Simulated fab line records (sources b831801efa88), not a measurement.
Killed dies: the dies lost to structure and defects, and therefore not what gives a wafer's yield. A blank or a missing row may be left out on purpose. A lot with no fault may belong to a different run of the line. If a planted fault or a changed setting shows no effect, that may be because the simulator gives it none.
Lot-split experiment	flow gf180mcu	route with 602 steps; 5 lots, 23 wafers read

== ON THE SPLIT ==
At GF_M2_EXPOSE_11 (exposes mask Metal2, target cd 280 nm), the setting dose-mj was moved away from the recipe's 28 on 11 of the 23 wafers read, by -5.3% to +7.5%. All remaining wafers had this setting at the recipe value.

== FROM THE SPLIT TO THE READING: what the file shows between them, 2 steps ==
- GF_M2_PEB_12: peb time 90 s
- GF_M2_DEVELOP_13: develop time 60 s

== THE READING ==
cd-nm, in nm, at GF_M2_CD_MEAS_14 (target cd 280 nm). Typical for fault-free wafers on this fab line: 280.7 nm, with standard deviation 1 nm.

wafer	tool, chamber at the split	dose-mj as run	against the recipe	cd-nm, nm	against lot-mates on the recipe
L079.1	krf-scanner-01, 0	28	recipe	280.7	-
L079.2	krf-scanner-01, 0	26.52	-5.3%	288.8	+7.9
L079.4	krf-scanner-01, 0	28	recipe	280.7	-
L079.5	krf-scanner-01, 0	28	recipe	281.2	-
L079.6	krf-scanner-01, 0	26.52	-5.3%	290.6	+9.7
L082.2	krf-scanner-02, 0	28	recipe	280.6	-
L082.3	krf-scanner-02, 0	30.1	+7.5%	271.1	-10.0
L082.4	krf-scanner-02, 0	28	recipe	281.7	-
L082.5	krf-scanner-02, 0	30.1	+7.5%	271.0	-10.1
L082.6	krf-scanner-02, 0	30.1	+7.5%	269.6	-11.5
L083.2	krf-scanner-02, 0	28	recipe	280.1	-
L083.4	krf-scanner-02, 0	28	recipe	281.4	-
L083.5	krf-scanner-02, 0	28	recipe	279.8	-
L084.1	krf-scanner-02, 0	29.2	+4.3%	275.3	-5.9
L084.2	krf-scanner-02, 0	28	recipe	280.9	-
L084.3	krf-scanner-02, 0	28	recipe	281.5	-
L084.5	krf-scanner-02, 0	29.2	+4.3%	275.5	-5.7
L084.6	krf-scanner-02, 0	29.2	+4.3%	276.2	-5.0
L085.1	krf-scanner-02, 0	29.12	+4.0%	273.7	-6.8
L085.2	krf-scanner-02, 0	28	recipe	281.0	-
L085.3	krf-scanner-02, 0	29.12	+4.0%	272.8	-7.6
L085.4	krf-scanner-02, 0	29.12	+4.0%	274.3	-6.1
L085.6	krf-scanner-02, 0	28	recipe	279.9	-

THE FIT
A straight line over all 23 wafers: cd-nm changes by -1.48 nm for each +1% of dose-mj; r = -0.98; the points scatter about the line by 1 nm.
The same after taking each lot's own level away (the mean of its wafers on the recipe; 23 wafers): -1.5 nm for each +1%; r = -0.99; scatter 0.83 nm.
Per that fit: largest dose-mj move, reading shift of 11 nm.
Measured against the standard deviation above, the lots' own levels, which go from 280.43 to 281.20 nm, span 0.8 times it.
Hence the lot-to-lot level has little effect on the slope; both slopes agree.
Check: -11.3 nm against its lot-mates is what the line predicts for one of the wafers moved furthest among these (+7.5%) when that wafer is left out of the fit. It came out at -10 nm against them.

== OTHER SPLITS ON THESE WAFERS ==
Before the reading, these wafers also passed through other splits. Each is held against what the fit with the lots' levels taken away leaves over:
other split on the same wafers	wafers away from the commonest value	r with cd-nm (lot level and that fit taken away)
GF_M1_EXPOSE_11 dose-mj	4	-0.38
GF_V1_SPUTTER_21 time-s	7	-0.15

== THE WHOLE CHAIN: every reading that the file lists as answering this split, in the file's order ==
step	what it does	reading	change (the file's fit)	r (the file's)
GF_M2_CD_MEAS_14	target cd 280 nm	cd-nm	-1.49 nm for each +1% of the setting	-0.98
GF_M2_METAL_ETCH_16	etches the open film in Cl2/BCl3, stops on SiO2, target depth 627.5 nm, time 104.6 s	M2.cd-nm (the simulator's own value, which no gauge read)	-1.35 nm for each +1% of the setting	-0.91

== THE FILE'S OWN FIT ==
cd-nm changes by -1.49 nm for each +1% of dose-mj, r = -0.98.
